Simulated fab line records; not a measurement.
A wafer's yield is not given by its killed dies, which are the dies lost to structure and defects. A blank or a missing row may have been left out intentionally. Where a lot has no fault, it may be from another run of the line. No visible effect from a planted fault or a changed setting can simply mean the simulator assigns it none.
fab line records	flow sky130
record: lots: 6	wafers: 18	lastDay: 50
route steps=708 shown VT_ADJUST_PCH@147 SONOS_TUNNEL@154
lots untouched by any fault: they come from a run of this same line in which no faults occurred
startH: start of the lot's first displayed wafer, in hours after the record's first day	waitH: time in hours since the lot's previous step	" as in the row above	L1.1+2: a single row standing in for several wafers	- either no value or no given start	* or withheld: withheld	< > ~ a bound
route shown NAME@n: names a module that has steps shown in the file, with the first one's number in the route	usual: mean and standard deviation over wafers with no fault	same: alike in all rows	chamber/n: place in a boat	sites: per-site readings	_std_site: standard deviation of those values	_edge_site: inner sites' mean taken away from outer sites' mean	radiusMm: for every site, how far away it sits from the centre of the wafer	mask NAME#n: copy n	behind: tool/chamber where the wafer was last shaped	hold: the reason the lot was held/the length of the hold in hours/how it ended	device: the transistor (n, p or np) that didn't switch	end of line: tests of these same wafers at the route's end	for a step that has no rows: nothing shown but its recipe	killed: at the first sort, the dies lost to defects and structure; wafer yield is something else	map: shows each die of a wafer: x if killed, . if not, _ if none is there
set.NAME: the setting the step ran with; set.NAME@STEP: the setting that earlier step ran with	model.NAME: the simulator's own value behind a step, which no gauge read
certain route steps with their lots: each step a table, each wafer a row
services: a tool's chamber out of use, with start hour (startH, from the record's first day; less than 0 if before it), hours out, and reason
== steps ==
step: SKY_VT_ADJUST_PCH_EXPOSE_04
recipe: maskId: NWM	na: 0.6	sourceShape: conventional	sigmaOuter: 0.6	polarization: unpolarized	targetCdNm: 840	doseMj: 255
step: SKY_VT_ADJUST_PCH_PEB_05
recipe: tempC: 115	timeS: withheld
step: SKY_VT_ADJUST_PCH_DEVELOP_06
recipe: wallAngleDeg: 90	developer: TMAH	developTimeS: 60	devTempC: 23
step: SKY_VT_ADJUST_PCH_OVL_MEAS_07
usual: VT_ADJUST_PCH_OVL: -0.1/1.4
lot.wafer	tool	chamber	startH	waitH	VT_ADJUST_PCH_OVL[nm]
L392.1	overlay-02	-	274.27	-	-0.4
L392.5	"	-	"	"	0.4
L392.6	"	-	"	"	0.9
L393.1	overlay-02	-	283.82	-	2.9
L393.2	"	-	"	"	-0.8
L393.5	"	-	"	"	1.7
L403.1	overlay-02	-	354.92	-	0.2
L403.3	"	-	"	"	-0.2
L403.4	"	-	"	"	-1.3
L404.2	overlay-01	-	363.37	-	1.1
L404.3	"	-	"	"	1.4
L404.5	"	-	"	"	1.3
L407.4	overlay-02	-	379.09	-	-2.3
L407.5	"	-	"	"	-1.6
L407.6	"	-	"	"	-0.7
L409.2	overlay-01	-	400.36	-	-0.8
L409.5	"	-	"	"	-0.6
L409.6	"	-	"	"	-0.9
step: SKY_VT_ADJUST_PCH_IMPLANT_08
recipe: species: B	energyKev: 10	doseCm2: 5e+11	tiltDeg: withheld
step: SKY_VT_ADJUST_PCH_STRIP_09
recipe: chemistry: O2/N2	powerW: 1400	pressureMtorr: 1500	platenTempC: withheld	o2FlowSccm: 3000	n2FlowSccm: 300	overashFraction: 0.5
usual: drypumpMotorCurrentA: 5.6/0.37	oesProductAu: 0.722/0.0048	stripTimeToEndpointS: 36.88/0.1
lot.wafer	tool	chamber	startH	waitH	drypumpMotorCurrentA	oesProductAu	rfHoursCounterH	stripTimeToEndpointS
L392.1	plasmaAsher-01	0	274.45	0.1	6.0	0.725	46	36.80
L392.5	"	1	"	"	5.5	0.717	-	36.83
L392.6	"	0	"	"	5.9	0.719	-	36.68
L393.1	plasmaAsher-04	1	284.00	0.1	5.2	0.728	62	37.11
L393.2	"	0	"	"	6.2	0.717	62	37.01
L393.5	"	0	"	"	6.2	0.716	-	36.95
L403.1	plasmaAsher-01	0	355.35	0.1	5.9	0.726	53	37.07
L403.3	"	1	"	"	5.5	0.720	-	36.96
L403.4	"	0	"	"	5.9	0.726	-	37.02
L404.2	plasmaAsher-02	0	363.55	0.1	5.1	0.729	23	36.82
L404.3	"	0	"	"	5.0	0.715	-	36.87
L404.5	"	1	"	"	5.5	0.718	-	36.89
L407.4	plasmaAsher-04	1	379.30	0.1	5.2	0.726	-	36.69
L407.5	"	0	"	"	6.2	0.727	-	36.79
L407.6	"	1	"	"	5.2	0.723	-	36.66
L409.2	plasmaAsher-02	1	400.54	0.1	5.5	0.723	27	36.85
L409.5	"	1	"	"	5.5	0.716	-	36.82
L409.6	"	0	"	"	5.0	0.718	-	36.91
step: SKY_VT_ADJUST_PCH_TW_MEAS_10
usual: VT_ADJUST_PCH_TW: 142.6/1.4
lot.wafer	tool	chamber	startH	waitH	VT_ADJUST_PCH_TW
L392.1	filmMetro-03	-	274.55	0.1	144.6
L392.5	"	-	"	"	144.3
L392.6	"	-	"	"	144.4
L393.1	filmMetro-03	-	284.10	0.1	144.0
L393.2	"	-	"	"	144.5
L393.5	"	-	"	"	144.9
L403.1	filmMetro-01	-	355.45	0.1	140.7
L403.3	"	-	"	"	141.0
L403.4	"	-	"	"	139.9
L404.2	filmMetro-03	-	363.66	0.1	143.2
L404.3	"	-	"	"	142.3
L404.5	"	-	"	"	143.3
L407.4	filmMetro-03	-	379.39	0.1	143.4
L407.5	"	-	"	"	143.4
L407.6	"	-	"	"	143.9
L409.2	filmMetro-03	-	400.65	0.1	142.1
L409.5	"	-	"	"	141.6
L409.6	"	-	"	"	142.4
step: SKY_SONOS_TUNNEL_DEHYDRATE_00
recipe: tempC: 200	timeS: 60
step: SKY_SONOS_TUNNEL_HMDS_01
recipe: primeTimeS: 60	primeTempC: 120
step: SKY_SONOS_TUNNEL_COAT_02
recipe: resist: NOVOLAK	spinRpm: 3000	resistThkNm: 1140
step: SKY_SONOS_TUNNEL_SOFTBAKE_03
recipe: tempC: 90	timeS: 60	resist: NOVOLAK
step: SKY_SONOS_TUNNEL_EXPOSE_04
recipe: maskId: TUNM	na: 0.6	sourceShape: conventional	sigmaOuter: 0.6	polarization: unpolarized	targetCdNm: 410	doseMj: 136
step: SKY_SONOS_TUNNEL_PEB_05
recipe: tempC: withheld	timeS: *	resist: NOVOLAK
usual: chillPlateTempC: *	exhaustPa: 45.1/0.88	resistLineTempC: *	timeS: *
lot.wafer	tool	chamber	startH	waitH	chillPlateTempC	exhaustPa	resistLineTempC	timeS
L392.1	lithoTrack-04	0	297.71	-	*	46.6	*	*
L392.5	"	0	"	"	*	45.0	*	*
L392.6	"	0	"	"	*	44.4	*	*
L393.1	lithoTrack-02	0	306.13	-	*	45.3	*	*
L393.2	"	0	"	"	*	45.8	*	*
L393.5	"	0	"	"	*	44.2	*	*
L403.1	lithoTrack-03	-	381.76	-	-	-	-	-
L403.3	"	-	"	"	-	-	-	-
L403.4	"	-	"	"	-	-	-	-
L404.2	lithoTrack-04	-	390.53	-	-	-	-	-
L404.3	"	-	"	"	-	-	-	-
L404.5	"	-	"	"	-	-	-	-
L407.4	lithoTrack-02	0	406.30	-	*	44.7	*	*
L407.5	"	0	"	"	*	45.2	*	*
L407.6	"	0	"	"	*	45.4	*	*
L409.2	lithoTrack-03	0	431.08	-	*	45.0	*	*
L409.5	"	0	"	"	*	44.8	*	*
L409.6	"	0	"	"	*	45.6	*	*
step: SKY_SONOS_TUNNEL_DEVELOP_06
recipe: resist: NOVOLAK	developer: TMAH	developTimeS: 60	devTempC: 23
== services ==
tool	chamber	startH	hours	kind
plasmaAsher-02	-	259.38	0.3	repair
plasmaAsher-02	-	268.93	1.0	repair
plasmaAsher-02	-	295.31	2.1	repair
plasmaAsher-02	-	329.51	6.4	repair
plasmaAsher-01	-	332.88	0.4	repair
plasmaAsher-01	-	336.74	2.2	repair
plasmaAsher-04	-	342.01	4.0	repair
plasmaAsher-04	-	394.40	14.6	pm
plasmaAsher-04	-	409.00	30.8	pm
plasmaAsher-01	-	430.03	14.6	pm
== key ==
firstSign: step: SKY_SONOS_TUNNEL_PEB_05	reading: toolRecord	direction: missing
effect none on later readings
metAt SKY_SONOS_TUNNEL_PEB_05
struckWafers L403.1,L403.3,L403.4,L404.2,L404.3,L404.5
sortLeftOut L403.1,L403.3,L403.4,L404.2,L404.3,L404.5
testerLeftOut L403,L404
onsetBetween 297.71 381.76
fault: kind: skippedStepWhole	tool: lithoTrack-03,lithoTrack-04	chamber: -	onsetH: 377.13	steps: SKY_SONOS_TUNNEL_PEB_05	scope: struckLotsOnly
testerLeftOut: of these lots the tester's yield and bins aren't shown, on N5 and GAA mostly nor the transistor test; their killed dies are dies lost to structure and defects alone, not to doping, threshold or leakage, so they don't give the yield
sortLeftOut: the simulated sort isn't trusted on such a fault, so these wafers' sort isn't shown, and their yield isn't known
